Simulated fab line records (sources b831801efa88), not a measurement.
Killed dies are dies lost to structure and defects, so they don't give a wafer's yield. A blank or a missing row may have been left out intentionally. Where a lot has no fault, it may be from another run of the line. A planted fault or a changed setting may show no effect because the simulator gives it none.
What tool caused it? ; flow gf180mcu ; 12 lots, 36 wafers sampled, at 2 steps of a route of 602

== WHAT EACH GAUGE READ, for each wafer ==
GF_M2_RS_MEAS_05: measurement is done with a four-point probe.
lot;measured;on;M2_ALCU_RS (ohm/sq)
L075;day 18 16:35;film-metro-03;0.0710 0.0705 0.0698
L076;day 19 03:55;film-metro-03;0.0698 0.0695 0.0699
L079;day 19 23:38;film-metro-04;0.0702 0.0701 0.0701
L081;day 20 14:11;film-metro-03;0.0704 0.0709 0.0705
L083;day 21 16:44;film-metro-03;0.0706 0.0707 0.0702
L085;day 21 21:49;film-metro-03;0.0695 0.0693 0.0701
L087;day 22 21:54;film-metro-04;0.0692 0.0693 0.0690
L089;day 23 10:17;film-metro-02;0.0700 0.0697 0.0693
L091;day 24 06:42;film-metro-04;0.0698 0.0692 0.0697
L093;day 24 21:29;film-metro-04;0.0691 0.0690 0.0691
L096;day 26 01:10;film-metro-04;0.0694 0.0692 0.0695
L097;day 26 08:41;film-metro-03;0.0696 0.0700 0.0697

== TOOL THAT RAN EACH LOT (tool first, then ch and the chambers of the sampled wafers, then the start) ==
lot;GF_M1_SPUTTER_04
L075;pvd-sputter-04, day 16 14:24
L076;pvd-sputter-01, day 17 01:34
L079;pvd-sputter-02, day 17 20:25
L081;pvd-sputter-02, day 18 11:21
L083;pvd-sputter-02, day 19 13:56
L085;pvd-sputter-04, day 19 20:05
L087;pvd-sputter-04, day 20 20:32
L089;pvd-sputter-04, day 21 09:49
L091;pvd-sputter-02, day 22 06:09
L093;pvd-sputter-04, day 22 21:38
L096;pvd-sputter-04, day 24 01:28
L097;pvd-sputter-02, day 24 11:01
- GF_M1_SPUTTER_04: material TiN, target thk 50 nm, time 41.7 s.

== THE ANSWER, worked out from the rows above alone ==
Rule: usual is defined by the lots themselves. The widest of any qualifying gaps counts: lots, ordered by their means at a reading, are off when they make up no more than a third of the lots, leave a main group of 4 or more, and stand apart from it by 3 or more times the standard deviation of that group's means. If all means in a main group match to the digits the tables above print for the reading, that group is not used. Also off: a lot with no number at a reading for which 4 or more lots have one. Any other lot the step has rows for is counted as sound.
No lot is off on any of the readings shown, so nothing can be concluded from this.

== WHAT WAS PUT IN BY THE SIMULATOR ==
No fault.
